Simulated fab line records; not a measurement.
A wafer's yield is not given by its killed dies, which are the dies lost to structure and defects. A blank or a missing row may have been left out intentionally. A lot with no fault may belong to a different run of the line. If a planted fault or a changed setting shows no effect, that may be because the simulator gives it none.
Which tool is to blame? + flow sky130 + 24 lots with 72 wafers sampled at 6 steps, on a route of 708 steps

== WHAT THE GAUGES READ, wafer by wafer ==
SKY_LDD_N_OVL_MEAS_07. Usual: LDD_N_OVL gives 1.3 nm (standard deviation 1.4).
| lot  | measured     | on         | LDD_N_OVL (nm) | flag |
|------|--------------|------------|----------------|------|
| L074 | day 17 09:17 | overlay-02 | 0.2 1.5 -1.0   |      |
| L075 | day 17 16:11 | overlay-01 | 2.0 2.3 1.3    |      |
| L076 | day 17 21:56 | overlay-02 | 0.6 0.6 1.8    |      |
| L077 | day 18 10:23 | overlay-01 | 0.8 1.3 -0.8   |      |
| L078 | day 18 17:05 | overlay-01 | 3.7 2.8 2.0    |      |
| L079 | day 19 13:32 | overlay-01 | 2.3 3.5 1.0    |      |
| L080 | day 19 14:00 | overlay-01 | -0.6 -1.1 -0.9 |      |
| L081 | day 19 22:47 | overlay-02 | 3.1 2.6 2.7    |      |
| L082 | day 20 06:48 | overlay-02 | 1.0 3.1 1.1    |      |
| L083 | day 20 21:14 | overlay-02 | 2.8 3.0 0.6    |      |
| L084 | day 21 12:48 | overlay-02 | 2.0 1.8 2.8    |      |
| L085 | day 21 12:56 | overlay-01 | 2.1 -0.3 1.8   |      |
| L086 | day 21 20:56 | overlay-01 | 0.7 1.3 1.2    |      |
| L087 | day 22 03:23 | overlay-02 | 1.8 0.2 0.6    |      |
| L088 | day 22 13:29 | overlay-01 | 0.5 1.8 2.8    |      |
| L089 | day 22 22:38 | overlay-02 | 0.7 1.1 0.1    |      |
| L090 | day 23 02:35 | overlay-02 | 3.8 3.5 1.9    |      |
| L091 | day 23 19:02 | overlay-01 | 1.8 2.9 1.6    |      |
| L092 | day 24 11:12 | overlay-02 | 1.5 0.8 1.7    |      |
| L097 | day 26 08:27 | overlay-01 | -1.3 -1.3 -1.9 |      |
| L094 | day 26 09:35 | overlay-01 | 0.1 2.2 -0.2   |      |
| L095 | day 26 10:18 | overlay-01 | -0.4 1.7 -0.5  |      |
| L093 | day 26 12:02 | overlay-02 | 1.5 0.0 1.5    |      |
| L096 | day 26 16:20 | overlay-01 | -0.2 1.4 2.2   |      |

SKY_LDD_P_TW_MEAS_11. Usual: LDD_P_TW gives 631 (standard deviation 3.2).
| lot  | measured     | on            | LDD_P_TW    | flag |
|------|--------------|---------------|-------------|------|
| L074 | day 18 17:19 | film_metro-03 | 627 628 629 |      |
| L075 | day 19 00:22 | film_metro-03 | 634 630 631 |      |
| L076 | day 19 06:00 | film_metro-02 | 628 627 625 |      |
| L077 | day 19 19:44 | film_metro-03 | 629 629 631 |      |
| L078 | day 20 02:29 | film_metro-03 | 634 633 629 |      |
| L079 | day 20 21:57 | film_metro-01 | 638 635 635 |      |
| L080 | day 20 21:59 | film_metro-03 | 633 630 630 |      |
| L081 | day 21 06:27 | film_metro-01 | 635 631 632 |      |
| L082 | day 21 14:55 | film_metro-03 | 634 635 634 |      |
| L083 | day 22 05:11 | film_metro-03 | 629 628 631 |      |
| L084 | day 22 19:35 | film_metro-02 | 638 634 638 |      |
| L085 | day 22 20:50 | film_metro-03 | 631 634 632 |      |
| L086 | day 23 04:24 | film_metro-03 | 633 631 632 |      |
| L087 | day 23 11:11 | film_metro-02 | 631 626 626 |      |
| L088 | day 23 20:35 | film_metro-01 | 631 631 631 |      |
| L089 | day 24 05:29 | film_metro-01 | 633 631 631 |      |
| L090 | day 24 10:08 | film_metro-02 | 631 633 630 |      |
| L091 | day 25 02:30 | film_metro-02 | 629 631 629 |      |
| L092 | day 25 18:43 | film_metro-03 | 635 634 635 |      |
| L097 | day 27 15:20 | film_metro-01 | 629 628 627 |      |
| L094 | day 27 15:58 | film_metro-03 | 630 633 629 |      |
| L095 | day 27 16:56 | film_metro-01 | 627 634 629 |      |
| L093 | day 27 17:51 | film_metro-03 | 633 630 629 |      |
| L096 | day 27 23:08 | film_metro-03 | 629 632 627 |      |

SKY_POLY_CUT_CD_MEAS_08 targets a cd of 270 nm. Usual: cd_nm reads 269.6 nm (standard deviation 1.4).
| lot  | measured     | on        | cd_nm (nm)        | flag |
|------|--------------|-----------|-------------------|------|
| L074 | day 23 20:52 | cd_sem-01 | 271.9 270.7 270.3 |      |
| L075 | day 24 04:46 | cd_sem-01 | 266.9 267.2 267.4 |      |
| L076 | day 24 08:44 | cd_sem-02 | 269.1 268.6 267.8 |      |
| L077 | day 24 21:47 | cd_sem-01 | 271.1 269.4 270.5 |      |
| L078 | day 25 06:41 | cd_sem-01 | 270.0 269.9 270.7 |      |
| L079 | day 25 23:47 | cd_sem-01 | 270.1 269.3 270.6 |      |
| L080 | day 26 00:07 | cd_sem-02 | 269.9 270.3 269.6 |      |
| L081 | day 26 09:01 | cd_sem-01 | 271.4 271.1 272.3 |      |
| L082 | day 26 17:16 | cd_sem-01 | 269.8 269.1 269.5 |      |
| L083 | day 27 06:40 | cd_sem-01 | 268.5 268.0 269.6 |      |
| L084 | day 27 18:37 | cd_sem-02 | 268.1 266.7 268.6 |      |
| L085 | day 27 20:43 | cd_sem-01 | 270.7 270.3 270.7 |      |
| L086 | day 28 04:04 | cd_sem-01 | 267.9 268.8 268.2 |      |
| L087 | day 28 09:59 | cd_sem-01 | 268.9 269.6 269.1 |      |
| L088 | day 28 20:13 | cd_sem-01 | 269.8 268.6 270.6 |      |
| L089 | day 29 07:38 | cd_sem-01 | 268.8 269.9 270.5 |      |
| L090 | day 29 11:25 | cd_sem-01 | 270.2 270.4 270.0 |      |
| L091 | day 30 00:13 | cd_sem-01 | 269.1 269.3 269.6 |      |
| L092 | day 30 15:44 | cd_sem-01 | 267.9 269.1 269.1 |      |
| L097 | day 32 10:07 | cd_sem-01 | 272.1 273.9 273.0 |      |
| L094 | day 32 09:49 | cd_sem-02 | 267.7 268.4 268.3 |      |
| L095 | day 32 11:08 | cd_sem-01 | 269.2 269.4 269.8 |      |
| L093 | day 32 12:30 | cd_sem-02 | 270.5 272.7 269.9 |      |
| L096 | day 32 17:46 | cd_sem-01 | 269.6 271.0 269.0 |      |

SKY_SD_P_CD_MEAS_07 targets a cd of 380 nm. Usual: cd_nm reads 379.6 nm (standard deviation 2.2).
| lot  | measured     | on        | cd_nm (nm)        | flag |
|------|--------------|-----------|-------------------|------|
| L074 | day 25 03:05 | cd_sem-02 | 383.5 382.3 381.7 |      |
| L075 | day 25 10:41 | cd_sem-02 | 377.6 379.6 378.2 |      |
| L076 | day 25 14:52 | cd_sem-02 | 378.1 378.9 378.8 |      |
| L077 | day 26 02:58 | cd_sem-02 | 377.6 377.4 378.3 |      |
| L078 | day 26 12:20 | cd_sem-02 | 381.2 381.6 378.8 |      |
| L079 | day 27 05:01 | cd_sem-01 | 376.8 375.9 375.8 |      |
| L080 | day 27 05:18 | cd_sem-02 | 380.5 383.7 378.2 |      |
| L081 | day 27 14:23 | cd_sem-02 | 380.1 377.8 380.4 |      |
| L082 | day 27 22:28 | cd_sem-02 | 378.6 378.9 381.8 |      |
| L083 | day 28 11:44 | cd_sem-01 | 380.3 384.5 380.1 |      |
| L084 | day 28 23:50 | cd_sem-02 | 379.4 383.2 377.4 |      |
| L085 | day 29 01:26 | cd_sem-01 | 381.0 378.6 378.7 |      |
| L086 | day 29 08:52 | cd_sem-01 | 378.6 380.2 377.8 |      |
| L087 | day 29 14:37 | cd_sem-01 | 378.7 378.3 379.6 |      |
| L088 | day 30 01:03 | cd_sem-01 | 380.4 380.9 381.1 |      |
| L089 | day 30 12:03 | cd_sem-02 | 384.7 386.2 381.7 |      |
| L090 | day 30 15:39 | cd_sem-02 | 382.4 382.0 384.4 |      |
| L091 | day 31 03:37 | cd_sem-01 | 378.4 380.8 379.0 |      |
| L092 | day 31 18:56 | cd_sem-01 | 380.7 378.6 381.4 |      |
| L097 | day 33 13:57 | cd_sem-02 | 378.5 376.4 376.5 |      |
| L094 | day 33 13:23 | cd_sem-01 | 379.2 378.2 379.2 |      |
| L095 | day 33 14:16 | cd_sem-01 | 376.4 376.8 377.3 |      |
| L093 | day 33 15:31 | cd_sem-01 | 376.4 376.6 377.1 |      |
| L096 | day 33 20:22 | cd_sem-02 | 377.3 379.3 379.4 |      |

== EACH LOT AND THE TOOL THAT RAN IT (in order: tool; ch and the chambers of the sampled wafers; start) ==
| lot  | SKY_POLY_GATE_ETCH_17            | SKY_LDD_LDN_STRIP_12                 |
|------|----------------------------------|--------------------------------------|
| L074 | rie_si-02 ch 0,3, day 16 03:26   | plasma_asher-01 ch 0,1, day 22 13:52 |
| L075 | rie_si-02 ch 1,2, day 16 08:20   | plasma_asher-03 ch 0,1, day 22 21:07 |
| L076 | rie_si-02 ch 0,2,3, day 16 14:47 | plasma_asher-01 ch 1, day 23 01:49   |
| L077 | rie_si-01 ch 0,3, day 17 02:11   | plasma_asher-02 ch 0,1, day 23 14:40 |
| L078 | rie_si-01 ch 1,2,3, day 17 08:04 | plasma_asher-02 ch 0,1, day 23 22:35 |
| L079 | rie_si-02 ch 2,3, day 18 04:43   | plasma_asher-02 ch 0,1, day 24 16:13 |
| L080 | rie_si-01 ch 0,1,2, day 18 05:04 | plasma_asher-03 ch 0,1, day 24 16:17 |
| L081 | rie_si-02 ch 1,2,3, day 18 13:28 | plasma_asher-03 ch 0,1, day 25 00:58 |
| L082 | rie_si-02 ch 1,2,3, day 18 20:04 | plasma_asher-03 ch 0,1, day 25 10:25 |
| L083 | rie_si-01 ch 0,1,3, day 19 12:58 | plasma_asher-03 ch 0,1, day 26 00:50 |
| L084 | rie_si-01 ch 0,1,3, day 20 00:49 | plasma_asher-03 ch 0,1, day 26 12:19 |
| L085 | rie_si-02 ch 2,3, day 20 02:01   | plasma_asher-02 ch 0,1, day 26 14:35 |
| L086 | rie_si-01 ch 2,3, day 20 12:46   | plasma_asher-01 ch 0,1, day 26 22:22 |
| L087 | rie_si-02 ch 0,1,2, day 20 19:34 | plasma_asher-02 ch 0,1, day 27 04:44 |
| L088 | rie_si-01 ch 1,2, day 21 06:04   | plasma_asher-01 ch 0,1, day 27 14:16 |
| L089 | rie_si-02 ch 0,2, day 21 14:40   | plasma_asher-02 ch 0, day 27 23:25   |
| L090 | rie_si-01 ch 0,3, day 21 19:40   | plasma_asher-01 ch 0,1, day 28 01:37 |
| L091 | rie_si-02 ch 1,2,3, day 22 11:43 | plasma_asher-02 ch 0,1, day 28 18:37 |
| L092 | rie_si-01 ch 0,3, day 23 03:37   | plasma_asher-03 ch 0,1, day 29 09:34 |
| L097 | rie_si-02 ch 1,2, day 25 01:10   | plasma_asher-03 ch 0,1, day 31 03:55 |
| L094 | rie_si-01 ch 0,3, day 25 02:02   | plasma_asher-02 ch 0,1, day 31 04:09 |
| L095 | rie_si-02 ch 1,2,3, day 25 03:35 | plasma_asher-02 ch 0,1, day 31 06:25 |
| L093 | rie_si-01 ch 2,3, day 25 05:17   | plasma_asher-02 ch 0,1, day 31 07:52 |
| L096 | rie_si-02 ch 0,2,3, day 25 09:10 | plasma_asher-01 ch 0,1, day 31 12:38 |
- SKY_POLY_GATE_ETCH_17: etches poly-Si in HBr/Cl2, stops on SiO2, target depth 180 nm, time 70.5 s.
- SKY_LDD_LDN_STRIP_12: strips in O2/N2.

== AS READ BY THE TOOLS THEMSELVES (means over the sampled wafers that have a number; for cases with no such wafer, the mark the record gives instead) ==
SKY_POLY_GATE_ETCH_17. Usual: drypump_motor_current_A 6.0 A, standard deviation 0.39; oes_product_au 0.986 a.u., standard deviation 0.0085; throttle_valve_pct 33.684 %, standard deviation 0.0095.
| lot  | tool      | drypump_motor_current_A (A) | oes_product_au (a.u.) | throttle_valve_pct (%) | flag |
|------|-----------|-----------------------------|-----------------------|------------------------|------|
| L074 | rie_si-02 | 6.1                         | 0.991                 | 33.682                 |      |
| L075 | rie_si-02 | 5.7                         | 0.981                 | 33.675                 |      |
| L076 | rie_si-02 | 5.7                         | 1.000                 | 33.682                 |      |
| L077 | rie_si-01 | 6.1                         | 0.988                 | 33.685                 |      |
| L078 | rie_si-01 | 6.3                         | 0.994                 | 33.683                 |      |
| L079 | rie_si-02 | 5.7                         | 0.989                 | 33.676                 |      |
| L080 | rie_si-01 | 6.3                         | 0.990                 | 33.686                 |      |
| L081 | rie_si-02 | 5.7                         | 0.978                 | 33.694                 |      |
| L082 | rie_si-02 | 5.7                         | 0.987                 | 33.691                 |      |
| L083 | rie_si-01 | 6.2                         | 0.991                 | 33.682                 |      |
| L084 | rie_si-01 | 6.2                         | 0.986                 | 33.690                 |      |
| L085 | rie_si-02 | 5.5                         | 0.987                 | 33.681                 |      |
| L086 | rie_si-01 | 6.3                         | 0.990                 | 33.684                 |      |
| L087 | rie_si-02 | 5.8                         | 0.975                 | 33.676                 |      |
| L088 | rie_si-01 | 6.4                         | 0.985                 | 33.695                 |      |
| L089 | rie_si-02 | 5.8                         | 0.986                 | 33.681                 |      |
| L090 | rie_si-01 | 6.1                         | 0.989                 | 33.695                 |      |
| L091 | rie_si-02 | 5.7                         | 0.985                 | 33.691                 |      |
| L092 | rie_si-01 | 6.1                         | 0.984                 | 33.678                 |      |
| L097 | rie_si-02 | 5.7                         | 0.979                 | 33.688                 |      |
| L094 | rie_si-01 | 6.1                         | 0.967                 | 33.686                 |      |
| L095 | rie_si-02 | 5.7                         | 0.981                 | 33.682                 |      |
| L093 | rie_si-01 | 6.3                         | 0.993                 | 33.678                 |      |
| L096 | rie_si-02 | 5.8                         | 0.985                 | 33.687                 |      |

SKY_LDD_LDN_STRIP_12. Usual: drypump_motor_current_A 6.0 A, standard deviation 0.59; n2_flow_sccm 299.9 sccm, standard deviation 0.84; oes_product_au 0.715 a.u., standard deviation 0.0048; strip_time_to_endpoint_s 14.20 s, standard deviation 0.05.
| lot  | tool            | drypump_motor_current_A (A) | n2_flow_sccm (sccm) | oes_product_au (a.u.) | strip_time_to_endpoint_s (s) | flag |
|------|-----------------|-----------------------------|---------------------|-----------------------|------------------------------|------|
| L074 | plasma_asher-01 | 6.2                         | 299.9               | 0.714                 | 14.14                        |      |
| L075 | plasma_asher-03 | 6.3                         | 299.8               | 0.713                 | 14.13                        |      |
| L076 | plasma_asher-01 | 6.5                         | 299.5               | 0.715                 | 14.25                        |      |
| L077 | plasma_asher-02 | 6.1                         | 299.6               | 0.714                 | 14.15                        |      |
| L078 | plasma_asher-02 | 5.7                         | 299.2               | 0.717                 | 14.29                        |      |
| L079 | plasma_asher-02 | 5.6                         | 300.5               | 0.714                 | 14.20                        |      |
| L080 | plasma_asher-03 | 6.3                         | 300.5               | 0.713                 | 14.18                        |      |
| L081 | plasma_asher-03 | 6.3                         | 299.2               | 0.719                 | 14.21                        |      |
| L082 | plasma_asher-03 | 5.9                         | 299.3               | 0.718                 | 14.25                        |      |
| L083 | plasma_asher-03 | 6.3                         | 299.3               | 0.713                 | 14.20                        |      |
| L084 | plasma_asher-03 | 6.3                         | 300.1               | 0.711                 | 14.16                        |      |
| L085 | plasma_asher-02 | 6.1                         | 300.2               | 0.715                 | 14.24                        |      |
| L086 | plasma_asher-01 | 6.0                         | 300.3               | 0.718                 | 14.21                        |      |
| L087 | plasma_asher-02 | 5.6                         | 300.2               | 0.715                 | 14.21                        |      |
| L088 | plasma_asher-01 | 6.0                         | 299.9               | 0.711                 | 14.14                        |      |
| L089 | plasma_asher-02 | 5.2                         | 299.3               | 0.713                 | 14.20                        |      |
| L090 | plasma_asher-01 | 6.0                         | 299.6               | 0.715                 | 14.29                        |      |
| L091 | plasma_asher-02 | 5.6                         | 300.3               | 0.719                 | 14.25                        |      |
| L092 | plasma_asher-03 | 5.9                         | 300.0               | 0.715                 | 14.24                        |      |
| L097 | plasma_asher-03 | 5.9                         | 299.9               | 0.717                 | 14.24                        |      |
| L094 | plasma_asher-02 | 5.6                         | 299.7               | 0.713                 | 14.18                        |      |
| L095 | plasma_asher-02 | 6.1                         | 300.0               | 0.713                 | 14.16                        |      |
| L093 | plasma_asher-02 | 5.7                         | 300.9               | 0.714                 | 14.21                        |      |
| L096 | plasma_asher-01 | 6.3                         | 298.4               | 0.717                 | 14.17                        |      |

== THE ANSWER, worked out from the rows above alone ==
Rule: lot off if the mean of its wafers having a number is beyond 3 standard deviations from the usual mean. Also off: a lot with no number at a reading for which 4 or more lots have one. Any other lot the step has rows for is counted as sound. The gauges are gone through in route order, then the tools' own readings, and for those a lot's mean is taken as printed above. At the first step where some lot is off, the reading lying furthest off is the one used; lots without a number count as furthest.
Across all readings shown, no lot is off: no conclusion can be drawn from this.

== WHAT HAD BEEN PUT IN BY THE SIMULATOR ==
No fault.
